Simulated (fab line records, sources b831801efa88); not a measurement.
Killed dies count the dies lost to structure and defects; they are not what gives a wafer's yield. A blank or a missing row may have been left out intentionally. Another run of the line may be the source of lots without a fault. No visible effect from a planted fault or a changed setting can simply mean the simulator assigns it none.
Matching of chambers :: flow sky130 :: SKY_CONTACT_CMP_04 on cmp-02 has 4 sister chambers
The step polishes SiO2. 16 wafers are shown with their chamber, then 8 later ones without.

WAFERS, EACH WITH ITS CHAMBER
wafer: L326.2
chamber: 2
motor current A (A): 12.2
time to endpoint s (s): 75

wafer: L326.3
chamber: 3
motor current A (A): 16.0
time to endpoint s (s): 79

wafer: L326.5
chamber: 3
motor current A (A): 14.9
time to endpoint s (s): 77

wafer: L329.1
chamber: 2
motor current A (A): 12.2
time to endpoint s (s): 81

wafer: L329.2
chamber: 3
motor current A (A): 15.5
time to endpoint s (s): 89

wafer: L329.3
chamber: 0
motor current A (A): 10.3
time to endpoint s (s): 91

wafer: L330.1
chamber: 1
motor current A (A): 9.2
time to endpoint s (s): 84

wafer: L330.3
chamber: 3
motor current A (A): 15.1
time to endpoint s (s): 86

wafer: L330.6
chamber: 3
motor current A (A): 15.3
time to endpoint s (s): 83

wafer: L332.2
chamber: 0
motor current A (A): 10.5
time to endpoint s (s): 93

wafer: L332.5
chamber: 2
motor current A (A): 12.7
time to endpoint s (s): 84

wafer: L332.6
chamber: 3
motor current A (A): 16.0
time to endpoint s (s): 86

wafer: L334.1
chamber: 3
motor current A (A): 15.3
time to endpoint s (s): 89

wafer: L334.2
chamber: 0
motor current A (A): 10.3
time to endpoint s (s): 93

wafer: L334.3
chamber: 2
motor current A (A): 12.5
time to endpoint s (s): 84

wafer: L335.1
chamber: 3
motor current A (A): 15.5
time to endpoint s (s): 88

SIGNATURES, as means of the wafers listed above
reading: motor current A
chamber 0: 10.367
chamber 1: 9.200
chamber 2: 12.400
chamber 3: 15.450
scatter within a chamber: 0.327

reading: time to endpoint s
chamber 0: 92.33
chamber 1: 84.00
chamber 2: 81.00
chamber 3: 84.62
scatter within a chamber: 4.11
Rule: a wafer's distance from a chamber is the root of the sum, over the readings, of the square of ((its reading less the chamber's mean) divided by the reading's scatter). If the next closest chamber is less than 2 further off than the closest, the wafer can't be placed; otherwise it belongs to the closest. The scatter: the root of (the sum of the squares of (reading less its chamber's mean) over the shown wafers, divided by (wafers less chambers)).

WAFERS WITHOUT THEIR CHAMBER
wafer: L335.4
motor current A (A): 11.7
time to endpoint s (s): 84

wafer: L335.5
motor current A (A): 15.1
time to endpoint s (s): 81

wafer: L337.3
motor current A (A): 9.3
time to endpoint s (s): 91

wafer: L337.4
motor current A (A): 10.0
time to endpoint s (s): 88

wafer: L337.5
motor current A (A): 14.7
time to endpoint s (s): 85

wafer: L347.2
motor current A (A): 9.3
time to endpoint s (s): 97

wafer: L347.5
motor current A (A): 11.5
time to endpoint s (s): 86

wafer: L347.6
motor current A (A): 9.7
time to endpoint s (s): 96

WHICH CHAMBER EACH ONE RAN IN
wafer: L335.4
from the rows above: 2
in truth: 2

wafer: L335.5
from the rows above: 3
in truth: 3

wafer: L337.3
from the rows above: can't be placed: 1 or 0
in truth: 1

wafer: L337.4
from the rows above: can't be placed: 0 or 1
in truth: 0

wafer: L337.5
from the rows above: 3
in truth: 3

wafer: L347.2
from the rows above: can't be placed: 1 or 0
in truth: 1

wafer: L347.5
from the rows above: can't be placed: 2 or 0
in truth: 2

wafer: L347.6
from the rows above: can't be placed: 0 or 1
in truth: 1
3 of 8 placed correctly. Can't be placed from these rows: 5 (the true chamber is among the candidates in 5). Wrongly placed: 0.
